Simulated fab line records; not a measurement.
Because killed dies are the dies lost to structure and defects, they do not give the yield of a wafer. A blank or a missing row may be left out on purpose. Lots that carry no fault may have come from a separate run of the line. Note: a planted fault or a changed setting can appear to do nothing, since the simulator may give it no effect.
Which tool is to blame? | flow gf180mcu | 18 wafers from 6 lots sampled at 2 of the route's 602 steps

== WHAT THE GAUGES SHOWED, per wafer ==
GF_M1_CD_MEAS_14: target cd 230 nm.
lot  | measured     | on        | cd_nm (nm)
L421 | day 19 01:31 | cd_sem-01 | 253.8 254.2 254.0
L429 | day 22 02:43 | cd_sem-01 | 228.7 228.6 227.9
L432 | day 23 03:20 | cd_sem-02 | 230.2 233.5 231.6
L434 | day 23 18:14 | cd_sem-02 | 230.5 229.6 230.0
L436 | day 24 03:35 | cd_sem-02 | 231.0 231.9 231.1
L438 | day 24 20:19 | cd_sem-02 | 227.6 228.9 228.1

== TOOL THAT RAN EACH LOT (tool first, then ch and the chambers of the sampled wafers, then the start) ==
lot  | GF_M1_PEB_12
L421 | litho_track-02 ch 0, day 19 01:10
L429 | litho_track-04 ch 0, day 22 02:22
L432 | litho_track-01 ch 0, day 23 02:59
L434 | litho_track-02 ch 0, day 23 17:54
L436 | litho_track-01 ch 0, day 24 03:14
L438 | litho_track-01 ch 0, day 24 19:58
- GF_M1_PEB_12: peb time 90 s.

== THE ANSWER, worked out from the rows above alone ==
Rule: usual is defined by the lots themselves. Put in order of their means at a reading, lots are off if they are a third of the lots or fewer, leave a main group of 4 or more, and stand apart from it by a gap of 3 or more times the standard deviation of the main group's means; of several such gaps the widest counts. A main group whose means are all the same, to the digits that the tables above print for the reading, isn't used. A lot without any number at a reading at which 4 lots or more have one is off too. Where the step has rows for the other lots, those lots are counted as sound.
Off: L421, at GF_M1_CD_MEAS_14 (cd_nm). For the main group the mean is 229.9 nm and the standard deviation 1.5.
A tool fits if, at a process step before that reading, it ran every lot that is off, and no sound lot after the first of them. The gauges at GF_M1_CD_MEAS_14 are tried like those tools. No candidate that was tried fits.

== WHAT THE SIMULATOR HAD INSERTED ==
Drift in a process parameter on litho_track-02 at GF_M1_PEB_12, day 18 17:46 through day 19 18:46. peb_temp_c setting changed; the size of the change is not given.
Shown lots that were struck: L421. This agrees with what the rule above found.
